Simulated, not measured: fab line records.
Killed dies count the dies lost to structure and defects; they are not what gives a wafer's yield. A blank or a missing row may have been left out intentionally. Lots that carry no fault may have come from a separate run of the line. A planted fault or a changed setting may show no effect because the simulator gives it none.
fab line records	flow sky130
[record] lots = 6	wafers = 18	lastDay = 50
route steps=708 shown METAL5@666 PAD_OPEN@708
lots untouched by any fault: they come from a run of this same line in which no faults occurred
startH: start of the lot's first displayed wafer, in hours after the record's first day	waitH: time in hours since the lot's previous step	" unchanged from the row above	L1.1+2: several wafers, shown together as one row	- no value, or no start was given	* or withheld: withheld	< > ~ a bound
route shown NAME@n: NAME is a module with steps in the file, n the number in the route of the first one	usual: the fault-free wafers' mean and standard deviation	same: alike in all rows	chamber/n: place in a boat	sites: the reading at each site	_std_site: the values' standard deviation	_edge_site: mean of outer sites minus mean of inner sites	radiusMm: how far each site lies from the wafer's centre	mask NAME#n: copy n	behind: tool/chamber where the wafer was last shaped	hold: why the lot went on hold/how many hours it stayed there/how the hold came to an end	device: which transistor (n, p or np) failed to switch	end of line: the tests these same wafers got at the end of their route	step lacking rows: just its recipe	killed: not the wafer's yield, but the dies lost to structure and defects at the first sort	map: the dies of a wafer, with x for killed, . for not killed, _ for no die there
set.NAME: the setting the step ran with; set.NAME@STEP: the setting that earlier step ran with	model.NAME: the simulator's own value behind a step, which no gauge read
certain route steps with their lots: each step a table, each wafer a row
services: the hour from which a tool's chamber was out of use, counted from the record's first day as startH (under 0 if before that day), plus the number of hours and why
[[steps]]
[step SKY_METAL5_RS_MEAS_05]
[recipe] thkMeasGauge = four-point-probe	reads = TiN_of_METAL5_SPUTTER_04+Ti_of_METAL5_SPUTTER_03+AlCu_of_METAL5_SPUTTER_02+TiN_of_METAL5_SPUTTER_01+Ti_of_METAL5_SPUTTER_00
[usual] METAL5_ALCU_RS = 0.0273/0.00033
lot.wafer	tool	chamber	startH	waitH	METAL5_ALCU_RS[ohm/sq]
L844.1	filmMetro-03	-	1018.97	0.0	0.0275
L844.3	"	-	"	"	0.0272
L844.4	"	-	"	"	0.0275
L848.2	filmMetro-04	-	1046.13	0.0	0.0278
L848.4	"	-	"	"	0.0271
L848.6	"	-	"	"	0.0279
L849.1	filmMetro-04	-	1064.61	0.0	0.0267
L849.2	"	-	"	"	0.0273
L849.6	"	-	"	"	0.0269
L850.1	filmMetro-04	-	1066.03	0.0	0.0271
L850.3	"	-	"	"	0.0270
L850.6	"	-	"	"	0.0271
L864.1	filmMetro-01	-	1141.38	0.0	0.0276
L864.3	"	-	"	"	0.0278
L864.5	"	-	"	"	0.0275
L865.2	filmMetro-01	-	1154.74	0.0	0.0273
L865.3	"	-	"	"	0.0269
L865.5	"	-	"	"	0.0272
[step SKY_METAL5_THK_MEAS_06]
[recipe] thkMeasGauge = xrf	reads = AlCu_of_METAL5_SPUTTER_02
[usual] METAL5_ALCU_THK = 1144/16
lot.wafer	tool	chamber	startH	waitH	METAL5_ALCU_THK[nm]
L844.1	filmMetro-03	-	1019.09	0.1	1123
L844.3	"	-	"	"	1141
L844.4	"	-	"	"	1126
L848.2	filmMetro-04	-	1046.24	0.1	1137
L848.4	"	-	"	"	1161
L848.6	"	-	"	"	1128
L849.1	filmMetro-04	-	1064.73	0.1	1171
L849.2	"	-	"	"	1147
L849.6	"	-	"	"	1164
L850.1	filmMetro-04	-	1066.15	0.1	1155
L850.3	"	-	"	"	1163
L850.6	"	-	"	"	1156
L864.1	filmMetro-01	-	1141.50	0.1	1129
L864.3	"	-	"	"	1117
L864.5	"	-	"	"	1133
L865.2	filmMetro-01	-	1154.85	0.1	1134
L865.3	"	-	"	"	1163
L865.5	"	-	"	"	1150
[step SKY_METAL5_DEHYDRATE_07]
[recipe] tempC = 200	timeS = 60
[step SKY_METAL5_HMDS_08]
[recipe] primeTimeS = 60	primeTempC = 120
[step SKY_METAL5_COAT_09]
[recipe] resist = NOVOLAK	spinRpm = 3000	resistThkNm = 1800
[step SKY_METAL5_SOFTBAKE_10]
[recipe] tempC = 90	timeS = 60	resist = NOVOLAK
[step SKY_METAL5_EXPOSE_11]
[recipe] maskId = MM5	na = 0.6	sourceShape = conventional	sigmaOuter = 0.6	polarization = unpolarized	targetCdNm = 1600	doseMj = 190
[step SKY_METAL5_PEB_12]
[recipe] tempC = withheld	timeS = *	resist = NOVOLAK
[step SKY_METAL5_DEVELOP_13]
[recipe] resist = NOVOLAK	developer = TMAH	developTimeS = 60	devTempC = 23
[step SKY_METAL5_DESCUM_14]
[recipe] chemistry = O2	sourcePowerW = 150	biasPowerW = 0	pressureMtorr = 10	tempC = 40	timeS = 11
[usual] drypumpMotorCurrentA = 5.9/0.45	oesProductAu = 1.000/0.01
[same] biasPowerW = 0
lot.wafer	tool	chamber	startH	waitH	drypumpMotorCurrentA	oesProductAu	rfHoursCounterH
L844.1	rieMetal-02	0	1041.15	0.1	5.4	0.990	15
L844.3	"	0	"	"	5.4	1.005	-
L844.4	"	1	"	"	6.1	1.003	-
L848.2	rieMetal-01	1	1068.50	0.1	5.4	1.002	23
L848.4	"	0	"	"	6.6	1.010	-
L848.6	"	1	"	"	5.3	0.992	-
L849.1	rieMetal-01	0	1085.80	0.1	6.5	1.017	15
L849.2	"	0	"	"	6.6	1.009	-
L849.6	"	0	"	"	6.6	1.015	-
L850.1	rieMetal-01	0	1087.40	0.1	6.6	1.021	16
L850.3	"	0	"	"	6.6	1.004	-
L850.6	"	0	"	"	6.5	1.008	-
L864.1	rieMetal-01	1	1159.72	0.1	5.4	0.991	29
L864.3	"	1	"	"	5.3	0.992	-
L864.5	"	0	"	"	6.6	1.000	-
L865.2	rieMetal-02	1	1172.42	0.1	6.2	1.014	21
L865.3	"	1	"	"	6.2	1.023	-
L865.5	"	1	"	"	6.2	1.014	-
[step SKY_METAL5_METAL_ETCH_15]
[recipe] targetDepthA = 12600	stopOn = SiO2	overEtchFrac = 0.2	timeS = 252	chemistry = Cl2/BCl3	resistSidewallDeg = 86	pressureMtorr = 10	icpW = 900	biasW = 48.5	Cl2_flow_sccm = 60	bcl3FlowSccm = 30
[usual] bcl3FlowSccm = 30.00/0.099	drypumpMotorCurrentA = 5.9/0.45	mfcCl2Sccm = 59.98/0.16	oesProductAu = 0.894/0.0051	throttleValvePct = 22.264/0.01
lot.wafer	tool	chamber	startH	waitH	bcl3FlowSccm	drypumpMotorCurrentA	mfcCl2Sccm	oesProductAu	rfHoursCounterH	throttleValvePct
L844.1	rieMetal-02	0	1041.18	0.0	29.94	5.4	59.91	0.886	15	22.264
L844.3	"	0	"	"	29.95	5.4	59.95	0.892	-	22.240
L844.4	"	1	"	"	30.02	6.2	60.04	0.892	-	22.273
L848.2	rieMetal-01	1	1068.53	0.0	30.06	5.3	60.11	0.886	23	22.270
L848.4	"	0	"	"	30.00	6.6	59.77	0.897	-	22.263
L848.6	"	1	"	"	30.04	5.3	60.24	0.889	-	22.273
L849.1	rieMetal-01	0	1085.87	0.1	29.95	6.6	59.97	0.902	15	22.263
L849.2	"	0	"	"	29.94	6.6	60.09	0.888	-	22.273
L849.6	"	0	"	"	30.02	6.6	60.05	0.891	-	22.271
L850.1	rieMetal-01	0	1087.47	0.1	30.00	6.6	59.72	0.891	16	22.251
L850.3	"	0	"	"	29.97	6.6	59.87	0.886	-	22.257
L850.6	"	0	"	"	30.02	6.5	59.94	0.904	-	22.252
L864.1	rieMetal-01	1	1159.75	0.0	30.04	5.4	60.00	0.898	29	22.273
L864.3	"	1	"	"	30.01	5.4	60.08	0.896	-	22.256
L864.5	"	0	"	"	30.00	6.6	60.29	0.900	-	22.255
L865.2	rieMetal-02	1	1172.46	0.0	29.91	6.2	60.34	0.892	21	22.275
L865.3	"	1	"	"	29.84	6.2	60.27	0.892	-	22.274
L865.5	"	1	"	"	29.88	6.2	60.00	0.893	-	22.275
[step SKY_METAL5_STRIP_16]
[recipe] chemistry = O2/N2	powerW = 1400	pressureMtorr = 1500	platenTempC = withheld	o2FlowSccm = 3000	n2FlowSccm = 300	overashFraction = 0.5
[usual] chamberPressureMTorr = 1500.0/1.3	drypumpMotorCurrentA = 5.89/0.28	o2FlowSccm = 3000/9.9	oesProductAu = 0.710/0.0047	stripTimeToEndpointS = 13.06/0.15
lot.wafer	tool	chamber	startH	waitH	chamberPressureMTorr	drypumpMotorCurrentA	o2FlowSccm	oesProductAu	rfHoursCounterH	stripTimeToEndpointS
L844.1	plasmaAsher-03	0	1041.42	0.2	1500.5	5.58	3000	0.702	120	13.06
L844.3	"	1	"	"	1500.1	5.93	2996	0.715	-	13.01
L844.4	"	0	"	"	1500.3	5.58	2999	0.708	-	13.04
L848.2	plasmaAsher-01	0	1068.77	0.2	1498.7	6.24	3007	0.714	98	13.21
L848.4	"	0	"	"	1500.4	6.24	3010	0.705	-	12.90
L848.6	"	1	"	"	1499.4	5.44	2995	0.706	-	13.12
L849.1	plasmaAsher-04	0	1086.35	0.4	1500.8	6.12	2997	0.707	33	12.93
L849.2	"	1	"	"	1500.4	6.02	3009	0.716	33	12.79
L849.6	"	1	"	"	1499.4	6.00	2996	0.702	-	13.00
L850.1	plasmaAsher-04	0	1088.05	0.5	1499.3	6.12	3002	0.716	33	12.86
L850.3	"	1	"	"	1499.3	6.04	3011	0.702	-	12.96
L850.6	"	0	"	"	1501.0	6.14	2985	0.712	-	12.81
L864.1	plasmaAsher-01	1	1159.99	0.2	1500.1	5.47	3017	0.716	105	13.09
L864.3	"	0	"	"	1500.9	6.26	3000	0.705	-	13.10
L864.5	"	1	"	"	1500.6	5.46	3009	0.708	-	12.86
L865.2	plasmaAsher-04	0	1172.69	0.2	1498.7	6.11	2986	0.714	41	13.02
L865.3	"	1	"	"	1502.1	5.99	2999	0.707	-	12.96
L865.5	"	0	"	"	1499.9	6.15	2985	0.711	-	12.92
[step SKY_METAL5_STRIP_17]
[recipe] chemistry = postEtchResidueRemover	timeS = 1200	tempC = 72.5
[usual] bathGuardTempC = 72.7/0.59	bathHeatDutyPct = 14.5/1.1
lot.wafer	tool	chamber	startH	waitH	bathGuardTempC	bathHeatDutyPct
L844.1	wetBench-04	0	1041.52	0.1	72.2	15.5
L844.3	"	0	"	"	72.0	15.4
L844.4	"	0	"	"	72.1	15.5
L848.2	wetBench-02	2	1068.88	0.1	72.0	14.2
L848.4	"	2	"	"	71.7	15.9
L848.6	"	2	"	"	71.9	14.7
L849.1	wetBench-01	0	1086.45	0.1	-	-
L849.2	"	0	"	"	-	-
L849.6	"	0	"	"	-	-
L850.1	wetBench-02	1	1088.15	0.1	-	-
L850.3	"	1	"	"	-	-
L850.6	"	1	"	"	-	-
L864.1	wetBench-02	2	1160.09	0.1	72.2	13.7
L864.3	"	2	"	"	71.9	15.2
L864.5	"	2	"	"	71.8	15.5
L865.2	wetBench-01	0	1172.79	0.1	73.2	15.4
L865.3	"	0	"	"	73.0	14.1
L865.5	"	0	"	"	73.1	14.6
[step SKY_METAL5_CLEAN_18]
[recipe] chemistry = IPA	timeS = 180	tempC = 25
[step SKY_PAD_OPEN_PROBE_99]
[usual] defectLimitedYield = 82.6/1.9	killed_at_M0_to_M3 = 43/5.9	killed_at_M4_up = 2.9/1.5	killedAtContacts = 24/5	killedAtFrontEnd = 15/4.8	killedAtOther = 0.2/0.5	killedDies = 86/9.3	killedOpen = 47/7.1	killedShort = 38/6.3	sort_bin_3_pad_short = 0.8/0.42	sort_bin_5_function = 10.2/1.4	sort_bin_6_memory = 6.4/1.1	sortNPass = 406/9.3	sortYieldPct = 82.6/1.9
[same] grossDies = 492	killedAtBackSide = 0	sort_bin_4_leakage[%] = 0	sort_bin_8_speed[%] = 0
lot.wafer	tool	chamber	startH	waitH	defectLimitedYield[%]	killed_at_M0_to_M3	killed_at_M4_up	killedAtContacts	killedAtFrontEnd	killedAtOther	killedDies	killedOpen	killedShort	sort_bin_3_pad_short[%]	sort_bin_5_function[%]	sort_bin_6_memory[%]	sortNPass	sortYieldPct[%]	model.etest.met5Comb.leakLog10AUm
L844.1	prober-02	-	1090.37	0.1	80.9	43	2	35	14	0	94	58	36	1.0	12.6	5.5	398	80.9	-12.03
L844.3	prober-02	-	1090.47	0.2	82.1	44	4	22	18	0	88	44	44	1.0	9.1	7.7	404	82.1	-12.12
L844.4	prober-02	-	1090.52	0.2	85.6	42	4	13	11	1	71	34	37	0.2	8.9	5.3	421	85.6	-12.24
L848.2	prober-02	-	1112.75	0.1	80.3	37	7	18	34	1	97	48	49	0.2	13.2	6.3	395	80.3	-12
L848.4	prober-02	-	1112.85	0.2	80.9	48	3	22	21	0	94	49	45	0.6	11.4	7.1	398	80.9	-11.99
L848.6	prober-02	-	1112.95	0.2	80.7	47	2	23	22	1	95	65	30	0.8	9.8	8.7	397	80.7	-11.9
L849.1	prober-01	-	1128.65	0.1	86.4	38	2	17	10	0	67	38	29	0.6	8.3	4.7	425	86.4	-11.47
L849.2	prober-01	-	1128.70	0.1	84.8	42	1	20	12	0	75	47	28	1.2	8.7	5.3	417	84.8	-11.54
L849.6	prober-01	-	1128.90	0.2	78.0	47	5	35	21	0	108	71	37	0.4	12.8	8.7	384	78.0	-11.53
L850.1	prober-02	-	1131.73	0.1	82.5	36	2	22	26	0	86	47	39	0.4	11.0	6.1	406	82.5	-11.5
L850.3	prober-02	-	1131.83	0.2	82.3	45	3	24	15	0	87	45	42	1.6	11.0	5.1	405	82.3	-11.73
L850.6	prober-02	-	1131.98	0.2	83.1	38	5	28	12	0	83	43	40	0.8	9.1	6.9	409	83.1	-11.52
L864.1	prober-01	-	1197.46	0.1	82.5	40	2	29	15	0	86	44	42	1.0	10.8	5.7	406	82.5	-11.96
L864.3	prober-01	-	1197.56	0.2	81.5	45	4	28	14	0	91	51	40	1.0	10.0	7.5	401	81.5	-11.86
L864.5	prober-01	-	1197.66	0.2	86.6	33	3	17	13	0	66	36	30	0.2	7.7	5.5	426	86.6	-11.94
L865.2	prober-02	-	1208.89	0.1	81.5	42	4	26	19	0	91	55	36	0.6	12.0	5.9	401	81.5	-12.06
L865.3	prober-02	-	1208.94	0.2	81.5	42	2	31	16	0	91	47	44	1.0	10.0	7.5	401	81.5	-12.06
L865.5	prober-02	-	1209.04	0.2	79.7	41	2	32	25	0	100	51	49	1.4	10.8	8.1	392	79.7	-12.05
// killed by level:class
L844.1 CONTACT:geometricParticle:open=14 VIA1:geometricParticle:open=11 VIA3:geometricParticle:open=8 CONTACT:geometricParticle:short=7 POLY_GATE:geometricParticle:short=6 LI_CONTACT:geometricParticle:open=6 METAL1:geometricParticle:short=4 POLY_GATE:geometricParticle:open=3
L844.3 VIA1:geometricParticle:open=9 LI_CONTACT:geometricParticle:open=7 CONTACT:geometricParticle:open=7 POLY_GATE:geometricParticle:open=6 FIELD_ISO:geometricParticle:short=5 VIA1:geometricParticle:short=5 VIA2:geometricParticle:open=5 VIA2:geometricParticle:short=5
L844.4 METAL1:geometricParticle:short=7 METAL2:geometricParticle:short=6 LI_CONTACT:geometricParticle:open=5 VIA1:geometricParticle:open=5 VIA2:geometricParticle:open=5 FIELD_ISO:geometricParticle:short=4 CONTACT:geometricParticle:open=4 METAL3:geometricParticle:short=4
L848.2 VIA1:geometricParticle:open=12 FIELD_ISO:geometricParticle:short=9 POLY_GATE:geometricParticle:open=7 POLY_GATE:geometricParticle:short=7 VIA3:geometricParticle:open=7 FIELD_ISO:geometricParticle:open=5 METAL4:geometricParticle:short=5 LI_CONTACT:geometricParticle:open=5
L848.4 METAL2:geometricParticle:short=15 CONTACT:geometricParticle:short=8 VIA2:geometricParticle:open=8 FIELD_ISO:geometricParticle:open=7 CONTACT:geometricParticle:open=7 VIA3:geometricParticle:open=7 FIELD_ISO:geometricParticle:short=4 LI_CONTACT:geometricParticle:open=4
L848.6 VIA1:geometricParticle:open=14 CONTACT:geometricParticle:open=13 VIA3:geometricParticle:open=10 LI_CONTACT:geometricParticle:open=7 POLY_GATE:geometricParticle:open=6 POLY_GATE:geometricParticle:short=6 METAL1:geometricParticle:short=6 FIELD_ISO:geometricParticle:open=4
L849.1 VIA2:geometricParticle:open=9 LI_CONTACT:geometricParticle:open=8 METAL1:geometricParticle:short=7 VIA1:geometricParticle:open=7 POLY_GATE:geometricParticle:short=4 CONTACT:geometricParticle:open=4 CONTACT:geometricParticle:short=3 VIA1:geometricParticle:short=3
L849.2 VIA1:geometricParticle:open=10 CONTACT:geometricParticle:open=7 CONTACT:geometricParticle:short=6 METAL1:geometricParticle:open=6 FIELD_ISO:geometricParticle:open=5 LI_CONTACT:geometricParticle:open=5 VIA2:geometricParticle:open=5 METAL2:geometricParticle:short=4
L849.6 LI_CONTACT:geometricParticle:open=13 CONTACT:geometricParticle:open=13 VIA2:geometricParticle:open=10 VIA1:geometricParticle:open=9 FIELD_ISO:geometricParticle:open=7 VIA3:geometricParticle:open=7 FIELD_ISO:geometricParticle:short=6 CONTACT:geometricParticle:short=5
L850.1 FIELD_ISO:geometricParticle:short=9 VIA2:geometricParticle:open=9 CONTACT:geometricParticle:open=7 METAL1:geometricParticle:short=6 FIELD_ISO:geometricParticle:open=5 LI_CONTACT:geometricParticle:short=5 VIA1:geometricParticle:open=5 LI_CONTACT:geometricParticle:open=5
L850.3 CONTACT:geometricParticle:open=11 VIA1:geometricParticle:open=10 METAL2:geometricParticle:short=10 VIA1:geometricParticle:short=7 VIA3:geometricParticle:open=6 POLY_GATE:geometricParticle:open=5 LI_CONTACT:geometricParticle:open=5 CONTACT:geometricParticle:short=5
L850.6 METAL2:geometricParticle:short=10 LI_CONTACT:geometricParticle:open=8 CONTACT:geometricParticle:open=8 VIA2:geometricParticle:open=6 METAL1:geometricParticle:short=5 VIA3:geometricParticle:open=5 FIELD_ISO:geometricParticle:open=4 LOCAL_INTERCONNECT:geometricParticle:short=4
L864.1 LI_CONTACT:geometricParticle:open=11 VIA3:geometricParticle:short=7 VIA2:geometricParticle:open=7 CONTACT:geometricParticle:open=5 LOCAL_INTERCONNECT:geometricParticle:short=5 METAL1:geometricParticle:short=5 VIA3:geometricParticle:open=5 VIA1:geometricParticle:open=4
L864.3 VIA1:geometricParticle:open=12 LI_CONTACT:geometricParticle:open=8 CONTACT:geometricParticle:short=8 VIA1:geometricParticle:short=7 VIA3:geometricParticle:open=7 VIA2:geometricParticle:open=6 CONTACT:geometricParticle:open=5 FIELD_ISO:geometricParticle:open=4
L864.5 VIA1:geometricParticle:open=7 CONTACT:geometricParticle:open=7 VIA3:geometricParticle:open=6 LI_CONTACT:geometricParticle:open=5 VIA3:geometricParticle:short=5 METAL1:geometricParticle:short=4 VIA1:geometricParticle:short=4 FIELD_ISO:geometricParticle:open=3
L865.2 CONTACT:geometricParticle:open=14 VIA1:geometricParticle:open=10 LI_CONTACT:geometricParticle:open=9 METAL2:geometricParticle:short=7 VIA2:geometricParticle:open=6 FIELD_ISO:geometricParticle:short=5 METAL1:geometricParticle:short=4 VIA3:geometricParticle:open=4
L865.3 CONTACT:geometricParticle:open=11 VIA1:geometricParticle:open=9 LI_CONTACT:geometricParticle:open=8 VIA1:geometricParticle:short=7 FIELD_ISO:geometricParticle:short=6 CONTACT:geometricParticle:short=5 METAL2:geometricParticle:short=5 LOCAL_INTERCONNECT:geometricParticle:short=4
L865.5 CONTACT:geometricParticle:open=11 METAL1:geometricParticle:short=10 VIA1:geometricParticle:open=9 LI_CONTACT:geometricParticle:open=8 FIELD_ISO:geometricParticle:open=7 POLY_GATE:geometricParticle:short=6 CONTACT:geometricParticle:short=6 METAL3:geometricParticle:short=5
[[services]]
tool	chamber	startH	hours	kind
rieMetal-02	1	1050.84	4.1	repair
plasmaAsher-03	-	1055.25	9.0	pm
plasmaAsher-03	0	1055.25	9.0	ventCycle
plasmaAsher-03	1	1055.25	9.0	ventCycle
plasmaAsher-03	0	1064.25	-	clean
plasmaAsher-03	1	1064.25	-	clean
plasmaAsher-01	-	1076.77	6.7	repair
plasmaAsher-01	-	1083.45	10.2	pm
rieMetal-01	1	1085.52	7.9	repair
plasmaAsher-04	-	1092.26	2.3	repair
rieMetal-02	0	1160.86	7.4	repair
[[key]]
[firstSign] step = SKY_METAL5_STRIP_17	reading = toolRecord	direction = missing
effect none on later readings
[modelEffect] step = SKY_PAD_OPEN_PROBE_99	value = etest.met5Comb.leakLog10AUm	without = -11.95	struck = -11.55
metAt SKY_METAL5_STRIP_17
struckWafers L849.1,L849.2,L849.6,L850.1,L850.3,L850.6
onsetBetween 1068.88 1086.45
[fault] kind = skippedStepWhole	tool = wetBench-01,wetBench-02	chamber = -	onsetH = 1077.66	steps = SKY_METAL5_STRIP_17	scope = struckLotsOnly
